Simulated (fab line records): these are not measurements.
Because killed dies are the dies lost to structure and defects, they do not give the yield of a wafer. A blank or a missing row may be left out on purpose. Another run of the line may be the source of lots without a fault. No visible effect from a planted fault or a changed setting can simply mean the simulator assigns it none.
Matching of chambers :: flow sky130 :: 4 sister chambers for SKY_FIELD_ISO_ETCH_14 on rie_diel-04
The step etches BARC in N2/H2, stops on SiO2, time 45.9 s, target depth 60 nm. 14 wafers are shown with their chamber, then 7 later ones without.

## WAFERS PAIRED WITH THEIR CHAMBERS
wafer: L075.3
chamber: 0
oes_product_au (a.u.): 0.859
throttle_valve_pct (%): 13.219
chamber_pressure_mTorr (mTorr): 30.009

wafer: L075.5
chamber: 1
oes_product_au (a.u.): 0.862
throttle_valve_pct (%): 13.236
chamber_pressure_mTorr (mTorr): 30.011

wafer: L075.6
chamber: 0
oes_product_au (a.u.): 0.852
throttle_valve_pct (%): 13.222
chamber_pressure_mTorr (mTorr): 30.019

wafer: L080.2
chamber: 0
oes_product_au (a.u.): 0.859
throttle_valve_pct (%): 13.215
chamber_pressure_mTorr (mTorr): 29.996

wafer: L080.3
chamber: 2
oes_product_au (a.u.): 0.854
throttle_valve_pct (%): 13.230
chamber_pressure_mTorr (mTorr): 29.994

wafer: L080.4
chamber: 3
oes_product_au (a.u.): 0.852
throttle_valve_pct (%): 13.221
chamber_pressure_mTorr (mTorr): 29.988

wafer: L084.4
chamber: 0
oes_product_au (a.u.): 0.858
throttle_valve_pct (%): 13.232
chamber_pressure_mTorr (mTorr): 30.030

wafer: L084.5
chamber: 2
oes_product_au (a.u.): 0.856
throttle_valve_pct (%): 13.219
chamber_pressure_mTorr (mTorr): 29.972

wafer: L084.6
chamber: 3
oes_product_au (a.u.): 0.850
throttle_valve_pct (%): 13.228
chamber_pressure_mTorr (mTorr): 30.004

wafer: L089.2
chamber: 3
oes_product_au (a.u.): 0.855
throttle_valve_pct (%): 13.208
chamber_pressure_mTorr (mTorr): 30.041

wafer: L089.4
chamber: 0
oes_product_au (a.u.): 0.863
throttle_valve_pct (%): 13.239
chamber_pressure_mTorr (mTorr): 29.975

wafer: L089.6
chamber: 3
oes_product_au (a.u.): 0.859
throttle_valve_pct (%): 13.215
chamber_pressure_mTorr (mTorr): 29.964

wafer: L094.3
chamber: 2
oes_product_au (a.u.): 0.855
throttle_valve_pct (%): 13.222
chamber_pressure_mTorr (mTorr): 29.967

wafer: L094.4
chamber: 3
oes_product_au (a.u.): 0.846
throttle_valve_pct (%): 13.215
chamber_pressure_mTorr (mTorr): 30.007

SIGNATURES, as means of the wafers listed above
reading: oes_product_au
chamber 0: 0.85820
chamber 1: 0.86200
chamber 2: 0.85500
chamber 3: 0.85240
scatter within a chamber: 0.00402

reading: throttle_valve_pct
chamber 0: 13.22540
chamber 1: 13.23600
chamber 2: 13.22367
chamber 3: 13.21740
scatter within a chamber: 0.00824

reading: chamber_pressure_mTorr
chamber 0: 30.00580
chamber 1: 30.01100
chamber 2: 29.97767
chamber 3: 30.00080
scatter within a chamber: 0.0233
Rule: for each reading, subtract the chamber's mean from the wafer's reading, divide by that reading's scatter and square the result; add these up over the readings and take the root, which gives the wafer's distance from the chamber. The wafer belongs to the nearest chamber; if the next one is less than 2 further off, it can't be placed. The scatter: the root of (the sum of the squares of (reading less its chamber's mean) over the shown wafers, divided by (wafers less chambers)).

## WAFERS WITH NO CHAMBER GIVEN
wafer: L094.5
oes_product_au (a.u.): 0.849
throttle_valve_pct (%): 13.215
chamber_pressure_mTorr (mTorr): 29.985

wafer: L095.1
oes_product_au (a.u.): 0.858
throttle_valve_pct (%): 13.235
chamber_pressure_mTorr (mTorr): 29.998

wafer: L095.2
oes_product_au (a.u.): 0.869
throttle_valve_pct (%): 13.222
chamber_pressure_mTorr (mTorr): 30.028

wafer: L095.3
oes_product_au (a.u.): 0.849
throttle_valve_pct (%): 13.220
chamber_pressure_mTorr (mTorr): 29.988

wafer: L097.1
oes_product_au (a.u.): 0.855
throttle_valve_pct (%): 13.226
chamber_pressure_mTorr (mTorr): 29.978

wafer: L097.3
oes_product_au (a.u.): 0.859
throttle_valve_pct (%): 13.230
chamber_pressure_mTorr (mTorr): 29.961

wafer: L097.4
oes_product_au (a.u.): 0.854
throttle_valve_pct (%): 13.236
chamber_pressure_mTorr (mTorr): 29.951

## WHICH CHAMBER EACH WENT THROUGH
wafer: L094.5
from the rows above: can't be placed: 3 or 2 or 0
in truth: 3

wafer: L095.1
from the rows above: can't be placed: 1 or 0 or 2 or 3
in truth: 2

wafer: L095.2
from the rows above: can't be placed: 1 or 0 or 2 or 3
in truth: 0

wafer: L095.3
from the rows above: can't be placed: 3 or 2 or 0
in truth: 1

wafer: L097.1
from the rows above: can't be placed: 2 or 0 or 3
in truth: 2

wafer: L097.3
from the rows above: can't be placed: 2 or 0 or 1 or 3
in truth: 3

wafer: L097.4
from the rows above: can't be placed: 2 or 0 or 3 or 1
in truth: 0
Correct placement for 0 of the 7. These rows do not allow placing 7 (true chamber among the candidates in 6). Number placed wrongly: 0.
